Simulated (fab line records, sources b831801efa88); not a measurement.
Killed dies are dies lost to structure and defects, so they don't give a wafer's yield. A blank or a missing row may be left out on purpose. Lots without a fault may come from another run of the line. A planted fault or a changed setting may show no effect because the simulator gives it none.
fab line records | flow sky130
record lots=10 wafers=30 last_day=50
route steps=708 shown METAL3@535 CAPM@539 PAD_OPEN@708
lots that met no fault: from a run of the same line without faults
start_h: hours from the record's first day to the start of the lot's first wafer shown | wait_h: hours since the lot's step before | " the same as in the row above | L1.1+2: a row that stands for several wafers | - no value, or no start given | * or withheld: withheld | < > ~ a bound
route shown NAME@n: a module of which the file shows steps, and the number in the route of the first | usual: mean/standard deviation of fault-free wafers | same: alike in all rows | chamber/n: place in a boat | sites: the reading at each site | _std_site: their standard deviation | _edge_site: outer sites' mean less inner sites' | radius_mm: how far each site lies from the wafer's centre | mask NAME#n: copy n | behind: the tool/chamber that last shaped the wafer | hold: why the lot was held/for how many hours/how that ended | device: the transistor (n, p or np) that didn't switch | end of line: the same wafers' tests at the end of the route | a step without rows: its recipe alone | killed: dies lost to structure and defects at the first sort, not the wafer's yield | map: a wafer's dies, x killed, . not, _ none there
set.NAME: the setting as run; set.NAME@STEP: as run at that earlier step | model.NAME: the simulator's own value behind a step, which no gauge read
steps of the route over a sample of lots; a table a step, a row a wafer
services: from which hour (start_h, from the record's first day; less than 0 if before it) a tool's chamber was out of use, for how many hours, and why
## steps
# step SKY_METAL3_SPUTTER_03
# recipe material=Ti target_thk_nm=5 power_w=3000 time_s=3.3 chamber_pressure_pa=0.4
# usual throttle_valve_pct=29.9/1.1
# columns lot.wafer tool chamber start_h wait_h throttle_valve_pct
L532.2 pvd_sputter-04 - 860.27 0.0 29.9
L532.3 " - " " 30.3
L532.6 " - " " 30.3
L533.1 pvd_sputter-03 - 864.33 0.0 31.0
L533.5 " - " " 30.0
L533.6 " - " " 29.9
L539.4 pvd_sputter-04 - 913.41 0.0 30.0
L539.5 " - " " 31.2
L539.6 " - " " 30.4
L540.1 pvd_sputter-03 - 916.40 0.0 31.0
L540.5 " - " " 30.7
L540.6 " - " " 30.3
L545.3 pvd_sputter-03 - 950.70 0.0 31.0
L545.4 " - " " 29.9
L545.6 " - " " 30.1
L546.3 pvd_sputter-03 - 959.58 0.0 31.1
L546.4 " - " " 30.2
L546.5 " - " " 29.7
L549.1 pvd_sputter-04 - 979.39 0.0 27.7
L549.3 " - " " 30.8
L549.5 " - " " 30.6
L552.3 pvd_sputter-03 - 1000.22 0.0 30.0
L552.4 " - " " 30.3
L552.5 " - " " 31.1
L553.1 pvd_sputter-01 - 1009.18 0.0 27.1
L553.3 " - " " 29.4
L553.6 " - " " 29.0
L554.1 pvd_sputter-01 - 1024.21 0.0 27.1
L554.2 " - " " 29.3
L554.4 " - " " 29.3
# step SKY_METAL3_SPUTTER_04
# recipe material=TiN target_thk_nm=70 power_w=6500 time_s=58.3 chamber_pressure_pa=0.4
# usual throttle_valve_pct=29.9/1.1
# columns lot.wafer tool chamber start_h wait_h throttle_valve_pct
L532.2 pvd_sputter-04 - 860.29 0.0 30.2
L532.3 " - " " 30.4
L532.6 " - " " 30.7
L533.1 pvd_sputter-03 - 864.35 0.0 30.8
L533.5 " - " " 30.4
L533.6 " - " " 29.9
L539.4 pvd_sputter-04 - 913.43 0.0 30.1
L539.5 " - " " 30.8
L539.6 " - " " 30.5
L540.1 pvd_sputter-03 - 916.42 0.0 30.9
L540.5 " - " " 30.8
L540.6 " - " " 30.0
L545.3 pvd_sputter-03 - 950.72 0.0 30.6
L545.4 " - " " 30.1
L545.6 " - " " 29.9
L546.3 pvd_sputter-03 - 959.60 0.0 30.9
L546.4 " - " " 30.6
L546.5 " - " " 30.0
L549.1 pvd_sputter-04 - 979.41 0.0 27.8
L549.3 " - " " 30.9
L549.5 " - " " 30.8
L552.3 pvd_sputter-03 - 1000.23 0.0 30.0
L552.4 " - " " 30.1
L552.5 " - " " 31.0
L553.1 pvd_sputter-01 - 1009.19 0.0 27.1
L553.3 " - " " 29.2
L553.6 " - " " 28.9
L554.1 pvd_sputter-01 - 1024.22 0.0 27.2
L554.2 " - " " 29.4
L554.4 " - " " 29.1
# step SKY_CAPM_SPUTTER_02
# recipe material=TiN target_thk_nm=200 temp_c=300 power_w=6500 time_s=166.7 chamber_pressure_pa=0.4
# usual throttle_valve_pct=30.3/0.79
# columns lot.wafer tool chamber start_h wait_h throttle_valve_pct
L532.2 pvd_sputter-03 - 860.42 0.0 30.0
L532.3 " - " " 30.7
L532.6 " - " " 30.0
L533.1 pvd_sputter-04 - 864.48 0.1 30.6
L533.5 " - " " 31.0
L533.6 " - " " 30.1
L539.4 pvd_sputter-02 - 913.57 0.0 29.5
L539.5 " - " " 31.1
L539.6 " - " " 29.6
L540.1 pvd_sputter-02 - 916.55 0.1 29.7
L540.5 " - " " 30.9
L540.6 " - " " 29.8
L545.3 pvd_sputter-04 - 950.85 0.0 30.1
L545.4 " - " " 30.7
L545.6 " - " " 31.0
L546.3 pvd_sputter-02 - 959.73 0.0 31.2
L546.4 " - " " 30.0
L546.5 " - " " 29.7
L549.1 pvd_sputter-03 - 979.54 0.1 30.2
L549.3 " - " " 30.0
L549.5 " - " " 30.8
L552.3 pvd_sputter-04 - 1000.38 0.0 30.1
L552.4 " - " " 27.8
L552.5 " - " " 30.3
L553.1 pvd_sputter-03 - 1009.34 0.1 30.0
L553.3 " - " " 30.1
L553.6 " - " " 30.1
L554.1 pvd_sputter-03 - 1024.37 0.1 29.8
L554.2 " - " " 31.1
L554.4 " - " " 31.1
# step SKY_CAPM_RS_MEAS_03
# recipe thk_meas_gauge=four-point-probe reads=TiN_of_CAPM_SPUTTER_02
# usual CAPM_TIN_RS=6.87/0.074
# columns lot.wafer tool chamber start_h wait_h CAPM_TIN_RS[ohm/sq]
L532.2 film_metro-02 - 860.55 0.1 6.75
L532.3 " - " " 6.80
L532.6 " - " " 6.83
L533.1 film_metro-02 - 864.59 0.1 6.84
L533.5 " - " " 6.87
L533.6 " - " " 6.93
L539.4 film_metro-03 - 913.74 0.1 6.83
L539.5 " - " " 6.79
L539.6 " - " " 6.87
L540.1 film_metro-03 - 916.66 0.1 6.74
L540.5 " - " " 6.82
L540.6 " - " " 6.82
L545.3 film_metro-01 - 951.00 0.1 6.80
L545.4 " - " " 6.76
L545.6 " - " " 6.72
L546.3 film_metro-01 - 959.88 0.1 6.94
L546.4 " - " " 6.89
L546.5 " - " " 7.17
L549.1 film_metro-01 - 979.65 0.1 6.83
L549.3 " - " " 6.94
L549.5 " - " " 6.96
L552.3 film_metro-02 - 1000.52 0.1 6.85
L552.4 " - " " 6.84
L552.5 " - " " 6.83
L553.1 film_metro-02 - 1009.45 0.1 6.89
L553.3 " - " " 6.94
L553.6 " - " " 6.87
L554.1 film_metro-03 - 1024.50 0.1 6.88
L554.2 " - " " 6.94
L554.4 " - " " 6.94
# step SKY_CAPM_THK_MEAS_04
# recipe thk_meas_gauge=xrf reads=TiN_of_CAPM_SPUTTER_02
# usual CAPM_TIN_THK=201.2/2.3
# columns lot.wafer tool chamber start_h wait_h CAPM_TIN_THK[nm]
L532.2 film_metro-02 - 860.66 0.1 205.5
L532.3 " - " " 203.9
L532.6 " - " " 203.1
L533.1 film_metro-02 - 864.71 0.1 201.1
L533.5 " - " " 200.2
L533.6 " - " " 199.2
L539.4 film_metro-03 - 913.83 0.1 202.6
L539.5 " - " " 203.2
L539.6 " - " " 201.7
L540.1 film_metro-03 - 916.78 0.1 205.2
L540.5 " - " " 202.3
L540.6 " - " " 203.1
L545.3 film_metro-01 - 951.10 0.1 203.2
L545.4 " - " " 204.8
L545.6 " - " " 205.4
L546.3 film_metro-01 - 959.98 0.1 199.2
L546.4 " - " " 200.6
L546.5 " - " " 192.7
L549.1 film_metro-01 - 979.77 0.1 200.7
L549.3 " - " " 198.9
L549.5 " - " " 198.3
L552.3 film_metro-02 - 1000.62 0.1 202.3
L552.4 " - " " 201.8
L552.5 " - " " 203.3
L553.1 film_metro-02 - 1009.57 0.1 201.9
L553.3 " - " " 199.0
L553.6 " - " " 202.4
L554.1 film_metro-03 - 1024.62 0.1 199.7
L554.2 " - " " 199.2
L554.4 " - " " 198.2
# step SKY_CAPM_METAL_ETCH_13
# recipe target_depth_nm=220 stop_on=SiO2 chemistry=Cl2/BCl3 target=TiN pressure_mtorr=10 icp_w=900 bias_w=48.5 Cl2_flow_sccm=60 bcl3_flow_sccm=30 time_s=62.9
# usual drypump_motor_current_A=5.65/0.22 oes_product_au=0.944/0.0071 throttle_valve_pct=21.899/0.011
# columns lot.wafer tool chamber start_h wait_h drypump_motor_current_A oes_product_au rf_hours_counter_h throttle_valve_pct
L532.2 rie_metal-01 1 885.49 0.0 5.37 0.952 - 21.896
L532.3 " 1 " " 5.37 0.946 - 21.893
L532.6 " 1 " " 5.37 0.944 - 21.901
L533.1 rie_metal-04 1 890.02 0.0 5.94 0.943 6 21.895
L533.5 " 1 " " 5.90 0.945 - 21.894
L533.6 " 1 " " 5.94 0.937 - 21.904
L539.4 rie_metal-01 0 938.24 0.0 6.01 0.949 - 21.894
L539.5 " 0 " " 6.00 0.952 - 21.895
L539.6 " 1 " " 5.37 0.942 - 21.897
L540.1 rie_metal-01 0 940.67 0.0 5.98 0.948 3 21.911
L540.5 " 1 " " 5.35 0.956 - 21.878
L540.6 " 0 " " 5.99 0.953 - 21.903
L545.3 rie_metal-01 0 974.20 0.0 5.97 0.959 - 21.902
L545.4 " 1 " " 5.37 0.951 - 21.893
L545.6 " 1 " " 5.37 0.952 - 21.906
L546.3 rie_metal-02 0 983.59 0.0 5.52 0.935 - 21.931
L546.4 " 1 " " 5.64 0.936 - 21.899
L546.5 " 1 " " 5.67 0.916 - 21.909
L549.1 rie_metal-01 1 1002.18 0.0 5.37 0.947 22 21.885
L549.3 " 1 " " 5.36 0.939 - 21.888
L549.5 " 0 " " 6.00 0.934 - 21.906
L552.3 rie_metal-04 1 1024.08 0.1 5.87 0.949 - 21.893
L552.4 " 1 " " 5.91 0.956 - 21.910
L552.5 " 1 " " 5.89 0.947 - 21.886
L553.1 rie_metal-04 0 1032.53 0.0 5.57 0.947 0 21.899
L553.3 " 1 " " 5.95 0.940 - 21.891
L553.6 " 1 " " 5.92 0.943 - 21.915
L554.1 rie_metal-04 0 1046.37 0.0 5.53 0.941 1 21.902
L554.2 " 1 " " 5.91 0.934 11 21.903
L554.4 " 1 " " 5.92 0.935 - 21.919
# step SKY_CAPM_STRIP_14
# recipe chemistry=O2/N2 power_w=1400 pressure_mtorr=1500 platen_temp_c=withheld o2_flow_sccm=3000 n2_flow_sccm=300 overash_fraction=0.5
# usual drypump_motor_current_A=5.8/0.36 oes_product_au=0.711/0.0046 strip_time_to_endpoint_s=12.67/0.04
# same overash_fraction=0.5
# columns lot.wafer tool chamber start_h wait_h drypump_motor_current_A oes_product_au rf_hours_counter_h strip_time_to_endpoint_s
L532.2 plasma_asher-01 1 885.62 0.1 5.6 0.714 101 12.62
L532.3 " 0 " " 6.0 0.707 - 12.59
L532.6 " 1 " " 5.6 0.708 - 12.59
L533.1 plasma_asher-04 0 890.18 0.1 5.3 0.711 15 12.70
L533.5 " 0 " " 5.4 0.715 - 12.73
L533.6 " 1 " " 6.7 0.707 - 12.75
L539.4 plasma_asher-02 1 938.33 0.1 5.9 0.715 - 12.66
L539.5 " 1 " " 5.9 0.715 - 12.63
L539.6 " 0 " " 5.5 0.718 - 12.62
L540.1 plasma_asher-01 0 940.75 0.1 5.9 0.711 107 12.67
L540.5 " 0 " " 6.0 0.709 - 12.68
L540.6 " 1 " " 5.6 0.712 - 12.66
L545.3 plasma_asher-04 1 974.28 0.1 6.7 0.713 - 12.71
L545.4 " 0 " " 5.3 0.708 - 12.64
L545.6 " 1 " " 6.6 0.699 - 12.71
L546.3 plasma_asher-04 1 983.68 0.1 6.7 0.709 - 12.67
L546.4 " 0 " " 5.4 0.718 - 12.67
L546.5 " 0 " " 5.4 0.708 - 12.67
L549.1 plasma_asher-02 1 1002.26 0.1 5.9 0.710 88 12.66
L549.3 " 0 " " 5.5 0.709 - 12.59
L549.5 " 1 " " 5.9 0.719 - 12.63
L552.3 plasma_asher-01 1 1024.22 0.1 5.6 0.715 - 12.64
L552.4 " 0 " " 6.0 0.711 - 12.67
L552.5 " 0 " " 6.0 0.710 - 12.64
L553.1 plasma_asher-02 1 1032.61 0.1 6.0 0.702 91 12.75
L553.3 " 0 " " 5.5 0.715 - 12.69
L553.6 " 1 " " 6.0 0.715 - 12.72
L554.1 plasma_asher-04 0 1046.45 0.1 5.4 0.713 27 12.71
L554.2 " 1 " " 6.7 0.717 27 12.69
L554.4 " 1 " " 6.7 0.710 - 12.72
# step SKY_PAD_OPEN_PROBE_99
# usual defect_limited_yield=82.1/1.9 killed_at_M0_to_M3=45/6.8 killed_at_M4_up=3.0/1.7 killed_at_contacts=25/5.7 killed_at_front_end=15/4.6 killed_at_other=0.3/0.66 killed_dies=88/9.5 killed_open=48/7.3 killed_short=39/6.5 sort_bin_3_pad_short=0.9/0.47 sort_bin_5_function=10.6/1.5 sort_bin_6_memory=6.4/1.2 sort_n_pass=404/9.5 sort_yield_pct=82.1/1.9
# same gross_dies=492 killed_at_back_side=0 sort_bin_4_leakage[%]=0 sort_bin_8_speed[%]=0
# columns lot.wafer tool chamber start_h wait_h defect_limited_yield[%] killed_at_M0_to_M3 killed_at_M4_up killed_at_contacts killed_at_front_end killed_at_other killed_dies killed_open killed_short sort_bin_3_pad_short[%] sort_bin_5_function[%] sort_bin_6_memory[%] sort_n_pass sort_yield_pct[%]
L546.3 prober-01 - 1158.60 0.2 82.9 40 8 21 15 0 84 40 44 0.2 11.6 5.3 408 82.9
L546.4 prober-01 - 1158.65 0.2 84.6 50 2 16 8 0 76 37 39 1.2 8.7 5.5 416 84.6
L546.5 prober-01 - 1158.70 0.2 81.5 46 4 27 13 1 91 45 46 0.8 11.2 6.5 401 81.5
L553.1 prober-01 - 1193.34 0.1 78.3 63 2 28 13 1 107 64 42 0.8 12.0 8.9 385 78.3
L553.3 prober-01 - 1193.44 0.2 81.1 45 4 32 11 1 93 45 47 2.4 10.0 6.5 399 81.1
L553.6 prober-01 - 1193.59 0.2 82.3 45 2 31 9 0 87 56 30 0.2 11.0 6.5 405 82.3
# killed by level:class
L546.3 VIA1:geometric_particle:open=10 VIA2:geometric_particle:open=9 CONTACT:geometric_particle:open=8 METAL4:geometric_particle:short=8 FIELD_ISO:geometric_particle:short=6 LOCAL_INTERCONNECT:geometric_particle:short=5 VIA1:geometric_particle:short=5 METAL2:geometric_particle:short=5
L546.4 VIA2:geometric_particle:open=8 VIA3:geometric_particle:open=7 METAL2:geometric_particle:short=6 METAL3:geometric_particle:short=6 VIA1:geometric_particle:short=6 VIA1:geometric_particle:open=6 FIELD_ISO:geometric_particle:short=5 CONTACT:geometric_particle:open=5
L546.5 CONTACT:geometric_particle:short=11 VIA1:geometric_particle:open=11 CONTACT:geometric_particle:open=9 VIA3:geometric_particle:open=7 METAL2:geometric_particle:short=6 METAL1:geometric_particle:short=5 VIA1:geometric_particle:short=5 FIELD_ISO:geometric_particle:short=4
L553.1 VIA1:geometric_particle:open=19 VIA2:geometric_particle:open=10 CONTACT:geometric_particle:open=9 VIA1:geometric_particle:short=8 CONTACT:geometric_particle:short=8 LI_CONTACT:geometric_particle:open=6 METAL2:geometric_particle:short=6 VIA3:geometric_particle:open=6
L553.3 CONTACT:geometric_particle:open=8 METAL1:geometric_particle:short=8 VIA1:geometric_particle:open=8 CONTACT:geometric_particle:short=7 LOCAL_INTERCONNECT:geometric_particle:short=7 LI_CONTACT:geometric_particle:open=6 METAL2:geometric_particle:short=6 VIA3:geometric_particle:open=6
L553.6 VIA1:geometric_particle:open=13 CONTACT:geometric_particle:open=11 LI_CONTACT:geometric_particle:open=8 VIA3:geometric_particle:open=6 VIA2:geometric_particle:open=6 METAL1:geometric_particle:short=5 METAL2:geometric_particle:short=5 LOCAL_INTERCONNECT:geometric_particle:short=4
## services
# columns tool chamber start_h hours kind
pvd_sputter-01 - 851.15 2.5 repair
pvd_sputter-04 0 852.04 - consumable_replace:kit
pvd_sputter-04 0 852.04 18.0 scheduled_down
pvd_sputter-04 0 852.04 18.0 vent_cycle
rie_metal-01 0 863.65 46.6 repair
rie_metal-02 - 877.33 28.1 pm
rie_metal-04 0 884.09 6.3 repair
plasma_asher-04 - 886.61 0.6 repair
rie_metal-01 1 887.43 10.9 repair
plasma_asher-02 - 903.39 2.8 pm
rie_metal-04 1 904.68 99.6 repair
rie_metal-02 - 905.43 2.8 pm
plasma_asher-04 - 910.85 0.7 repair
rie_metal-02 0 918.22 1.0 repair
rie_metal-02 1 920.77 2.5 repair
plasma_asher-04 - 926.31 28.1 pm
plasma_asher-04 - 991.30 8.7 repair
plasma_asher-01 - 1002.24 2.8 pm
pvd_sputter-03 0 1012.55 - consumable_replace:kit
pvd_sputter-03 0 1012.55 18.0 scheduled_down
pvd_sputter-03 0 1012.55 18.0 vent_cycle
pvd_sputter-04 3 1026.92 - consumable_replace:kit
pvd_sputter-04 3 1026.92 18.0 scheduled_down
rie_metal-02 - 1045.87 0.3 repair
## key
first_sign step=SKY_CAPM_RS_MEAS_03 reading=CAPM_TIN_RS direction=up sigmas=4.1 usual=6.87 struck=7.17
effect step=SKY_CAPM_THK_MEAS_04 reading=CAPM_TIN_THK direction=down sigmas=3.7 usual=201.2 struck=192.7
effect step=SKY_CAPM_METAL_ETCH_13 reading=oes_product_au direction=down sigmas=4.1 usual=0.944 struck=0.916
met_at SKY_CAPM_SPUTTER_02
struck_lots L546
struck_wafers L546.5
not_acting_at SKY_METAL3_SPUTTER_03,SKY_METAL3_SPUTTER_04,SKY_CAPM_STRIP_14
onset_between 916.55 959.73
fault kind=process_parameter_drift tool=pvd_sputter-02 chamber=- onset_h=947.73 steps=SKY_CAPM_SPUTTER_02 channel=time_s offset=* shape=step end_h=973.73 acts_in=* stated=* scope=struck_wafers_only
